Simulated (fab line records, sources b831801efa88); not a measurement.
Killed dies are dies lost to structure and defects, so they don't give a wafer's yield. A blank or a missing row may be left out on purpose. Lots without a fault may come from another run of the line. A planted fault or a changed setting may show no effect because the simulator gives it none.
fab line records | flow sky130
record lots=6 wafers=18 last_day=50
route steps=708 shown VIA1@462
lots that met no fault: from a run of the same line without faults
start_h: hours from the record's first day to the start of the lot's first wafer shown | wait_h: hours since the lot's step before | " the same as in the row above | L1.1+2: a row that stands for several wafers | - no value, or no start given | * or withheld: withheld | < > ~ a bound
route shown NAME@n: a module of which the file shows steps, and the number in the route of the first | usual: mean/standard deviation of fault-free wafers | same: alike in all rows | chamber/n: place in a boat | sites: the reading at each site | _std_site: their standard deviation | _edge_site: outer sites' mean less inner sites' | radius_mm: how far each site lies from the wafer's centre | mask NAME#n: copy n | behind: the tool/chamber that last shaped the wafer | hold: why the lot was held/for how many hours/how that ended | device: the transistor (n, p or np) that didn't switch | end of line: the same wafers' tests at the end of the route | a step without rows: its recipe alone | killed: dies lost to structure and defects at the first sort, not the wafer's yield | map: a wafer's dies, x killed, . not, _ none there
set.NAME: the setting as run; set.NAME@STEP: as run at that earlier step | model.NAME: the simulator's own value behind a step, which no gauge read
lots at some steps of the route; a table a step, a row a wafer
services: from which hour (start_h, from the record's first day; less than 0 if before it) a tool's chamber was out of use, for how many hours, and why
## steps
# step SKY_VIA1_DEHYDRATE_04
# recipe temp_c=200 time_s=60
# step SKY_VIA1_HMDS_05
# recipe prime_time_s=60 prime_temp_c=120
# step SKY_VIA1_COAT_06
# recipe resist=BARC temp_c=withheld time_s=withheld spin_rpm=3000 resist_thk_nm=60
# step SKY_VIA1_COAT_07
# recipe resist=KrF-thick spin_rpm=3000 resist_thk_nm=450
# step SKY_VIA1_SOFTBAKE_08
# recipe temp_c=100 time_s=90 resist=KrF-thick
# step SKY_VIA1_EXPOSE_09
# recipe mask_id=VIM na=0.8 source_shape=annular sigma_inner=0.55 sigma_outer=0.85 target_cd_nm=150 dose_mj=38
# step SKY_VIA1_PEB_10
# recipe peb_temp_c=withheld peb_time_s=withheld resist=KrF-thick
# step SKY_VIA1_DEVELOP_11
# recipe develop_time_s=60 resist=KrF-thick dev_temp_c=21
# step SKY_VIA1_CD_MEAS_12
# recipe target_cd_nm=150
# usual cd_nm=150.5/2
# columns lot.wafer tool chamber start_h wait_h cd_nm
L907.2 cd_sem-01 - 803.68 - 152.2
L907.5 " - " " 152.0
L907.6 " - " " 151.8
L913.2 cd_sem-02 - 850.14 - 149.4
L913.3 " - " " 151.0
L913.5 " - " " 151.9
L919.2 cd_sem-01 - 894.13 - 151.5
L919.4 " - " " 152.6
L919.5 " - " " 152.5
L920.2 cd_sem-01 - 896.74 - 149.1
L920.4 " - " " 149.1
L920.5 " - " " 149.7
L928.2 cd_sem-01 - 958.70 - 149.8
L928.4 " - " " 149.9
L928.5 " - " " 151.7
L929.1 cd_sem-01 - 968.47 - 150.8
L929.5 " - " " 149.9
L929.6 " - " " 149.6
# step SKY_VIA1_OVL_MEAS_13
# usual VIA1_OVL=4/4.4
# columns lot.wafer tool chamber start_h wait_h VIA1_OVL[nm]
L907.2 overlay-02 - 803.78 0.1 7
L907.5 " - " " 8
L907.6 " - " " 7
L913.2 overlay-01 - 850.25 0.1 9
L913.3 " - " " 8
L913.5 " - " " 3
L919.2 overlay-02 - 894.23 0.1 2
L919.4 " - " " 3
L919.5 " - " " 7
L920.2 overlay-02 - 896.85 0.1 -3
L920.4 " - " " -3
L920.5 " - " " 3
L928.2 overlay-01 - 958.81 0.1 12
L928.4 " - " " 8
L928.5 " - " " 10
L929.1 overlay-01 - 968.59 0.1 1
L929.5 " - " " -1
L929.6 " - " " 0
# step SKY_VIA1_ETCH_14
# recipe chemistry=N2/H2 target=BARC ion_energy_ev=200 source_w=500 bias_w=100 pressure_mtorr=30 n2_flow_sccm=100 h2_flow_sccm=200 stop_on=SiO2 time_s=45.9 target_depth_a=600
# usual drypump_motor_current_A=5.5/0.4 n2_flow_sccm=100.04/0.28 oes_product_au=0.855/0.0047 rf_fwd_power_W=495.3/1.7 throttle_valve_pct=13.224/0.0092
# columns lot.wafer tool chamber start_h wait_h drypump_motor_current_A n2_flow_sccm oes_product_au rf_fwd_power_W rf_hours_counter_h throttle_valve_pct
L907.2 rie_diel-02 1 803.81 0.0 5.5 100.10 0.851 494.2 10 13.227
L907.5 " 1 " " 5.5 100.58 0.854 494.1 - 13.208
L907.6 " 2 " " 5.3 100.05 0.854 495.8 - 13.211
L913.2 rie_diel-04 2 850.28 0.0 5.8 100.30 0.858 496.7 16 13.229
L913.3 " 1 " " 5.4 99.85 0.858 494.1 13 13.230
L913.5 " 3 " " 6.3 99.86 0.863 493.7 - 13.229
L919.2 rie_diel-01 2 894.26 0.0 5.1 99.71 0.853 497.7 13 13.229
L919.4 " 1 " " 5.2 100.16 0.862 496.7 17 13.223
L919.5 " 2 " " 5.1 100.03 0.852 497.5 - 13.222
L920.2 rie_diel-01 1 896.88 0.0 5.2 100.64 0.852 498.1 17 13.220
L920.4 " 2 " " 5.1 99.72 0.850 498.5 13 13.215
L920.5 " 0 " " 5.9 99.66 0.858 496.2 - 13.222
L928.2 rie_diel-01 3 958.84 0.0 6.1 100.09 0.850 494.4 17 13.228
L928.4 " 1 " " 5.2 99.61 0.855 492.1 19 13.218
L928.5 " 2 " " 5.1 100.09 0.855 498.1 - 13.227
L929.1 rie_diel-01 2 968.63 0.0 5.1 100.02 0.857 498.0 15 13.226
L929.5 " 2 " " 5.1 99.88 0.856 496.2 - 13.215
L929.6 " 1 " " 5.2 100.31 0.847 496.4 - 13.216
# step SKY_VIA1_ETCH_15
# recipe target=SiO2 chemistry=C4F8/O2/Ar target_depth_nm=351 stop_on=TiN mask_material=KrF-thick source_w=1500 bias_w=1200 pressure_mtorr=40 c4f8_flow_sccm=withheld O2_flow_sccm=6 Ar_flow_sccm=300 time_s=54
# usual oes_product_au=0.983/0.0055 rf_fwd_power_W=1488/6.1
# columns lot.wafer tool chamber start_h wait_h oes_product_au rf_fwd_power_W
L907.2 rie_diel-02 1 803.86 0.0 0.984 1482
L907.5 " 1 " " 0.979 1483
L907.6 " 2 " " 0.984 1481
L913.2 rie_diel-04 2 850.32 0.0 0.981 1503
L913.3 " 1 " " 0.974 1486
L913.5 " 3 " " 0.984 1491
L919.2 rie_diel-01 2 894.31 0.0 0.975 1492
L919.4 " 1 " " 0.986 1490
L919.5 " 2 " " 0.982 1490
L920.2 rie_diel-01 1 896.92 0.0 0.989 1483
L920.4 " 2 " " 0.973 1489
L920.5 " 0 " " 0.983 1497
L928.2 rie_diel-01 3 958.88 0.0 0.976 1490
L928.4 " 1 " " 0.988 1482
L928.5 " 2 " " 0.984 1497
L929.1 rie_diel-01 2 968.67 0.0 0.980 1497
L929.5 " 2 " " 0.982 1494
L929.6 " 1 " " 0.986 1486
# step SKY_VIA1_STRIP_16
# recipe chemistry=O2/N2 power_w=1400 pressure_mtorr=1500 platen_temp_c=withheld o2_flow_sccm=3000 n2_flow_sccm=300 overash_fraction=0.5
# usual chamber_pressure_mTorr=1500.0/1.4 drypump_motor_current_A=5.4/0.57 n2_flow_sccm=300.0/0.93 oes_product_au=0.416/0.0047 strip_time_to_endpoint_s=4.456/0.018
# columns lot.wafer tool chamber start_h wait_h chamber_pressure_mTorr drypump_motor_current_A n2_flow_sccm oes_product_au rf_hours_counter_h strip_time_to_endpoint_s model.KrF-thick_of_VIA1_COAT_07.thk_nm
L907.2 plasma_asher-04 0 803.90 0.0 1502.0 5.9 299.9 0.416 68 4.456 0
L907.5 " 1 " " 1500.6 4.8 300.6 0.417 - 4.437 0
L907.6 " 0 " " 1500.7 5.9 300.3 0.421 - 4.455 0
L913.2 plasma_asher-02 0 850.37 0.0 1500.5 6.3 299.7 0.428 43 4.436 0
L913.3 " 1 " " 1500.1 5.6 300.9 0.415 - 4.459 0
L913.5 " 1 " " 1500.6 5.6 300.8 0.416 - 4.473 0
L919.2 plasma_asher-01 1 894.35 0.0 - - - - - - 323.7
L919.4 " 0 " " - - - - - - 322.7
L919.5 " 0 " " - - - - - - 323.9
L920.2 plasma_asher-01 0 896.97 0.0 - - - - - - 322.7
L920.4 " 1 " " - - - - - - 324.9
L920.5 " 0 " " - - - - - - 323.9
L928.2 plasma_asher-02 0 958.93 0.0 1497.6 6.3 298.7 0.418 53 4.481 0
L928.4 " 1 " " 1500.7 5.6 300.1 0.421 - 4.451 0
L928.5 " 1 " " 1502.0 5.6 298.6 0.412 - 4.453 0
L929.1 plasma_asher-01 0 968.72 0.0 1500.9 4.9 299.3 0.417 23 4.473 0
L929.5 " 1 " " 1499.4 5.1 301.4 0.411 - 4.472 0
L929.6 " 0 " " 1499.9 4.9 299.6 0.408 - 4.434 0
# step SKY_VIA1_STRIP_17
# recipe chemistry=post_etch_residue_remover time_s=1200 temp_c=72.5
## services
# columns tool chamber start_h hours kind
rie_diel-02 - 797.48 0.2 repair
rie_diel-02 3 821.54 - clean
rie_diel-02 3 821.54 12.1 scheduled_down
rie_diel-02 3 821.54 12.1 vent_cycle
plasma_asher-02 - 827.12 2.6 repair
rie_diel-04 - 830.94 2.5 repair
plasma_asher-01 - 833.83 1.3 repair
plasma_asher-01 - 870.22 0.4 repair
rie_diel-04 2 887.62 5.8 repair
rie_diel-02 - 899.68 0.4 repair
rie_diel-04 1 907.41 7.2 repair
rie_diel-01 3 919.19 19.0 repair
rie_diel-02 - 926.08 1.0 repair
rie_diel-04 1 934.40 10.5 repair
plasma_asher-02 - 938.96 2.8 pm
rie_diel-02 - 943.86 4.4 repair
rie_diel-04 3 955.07 1.9 repair
rie_diel-02 1 955.46 9.7 repair
plasma_asher-04 - 960.08 4.3 repair
## key
first_sign step=SKY_VIA1_STRIP_16 reading=tool_record direction=missing
effect none on later readings
model_effect step=SKY_VIA1_STRIP_16 value=KrF-thick_of_VIA1_COAT_07.thk_nm without=0 struck=323.6
met_at SKY_VIA1_STRIP_16
struck_wafers L919.2,L919.4,L919.5,L920.2,L920.4,L920.5
later_rows_left_out L919.2,L919.4,L919.5,L920.2,L920.4,L920.5
sort_left_out L919.2,L919.4,L919.5,L920.2,L920.4,L920.5
fault kind=skipped_step_whole tool=plasma_asher-01 chamber=- onset_h=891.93 steps=SKY_VIA1_STRIP_16 scope=struck_lots_only
# sort_left_out: the simulated sort isn't trusted on such a fault, so these wafers' sort isn't shown, and their yield isn't known
# later_rows_left_out: the simulator's readings of these wafers behind a module that went badly wrong aren't trusted and aren't shown, but for the sort
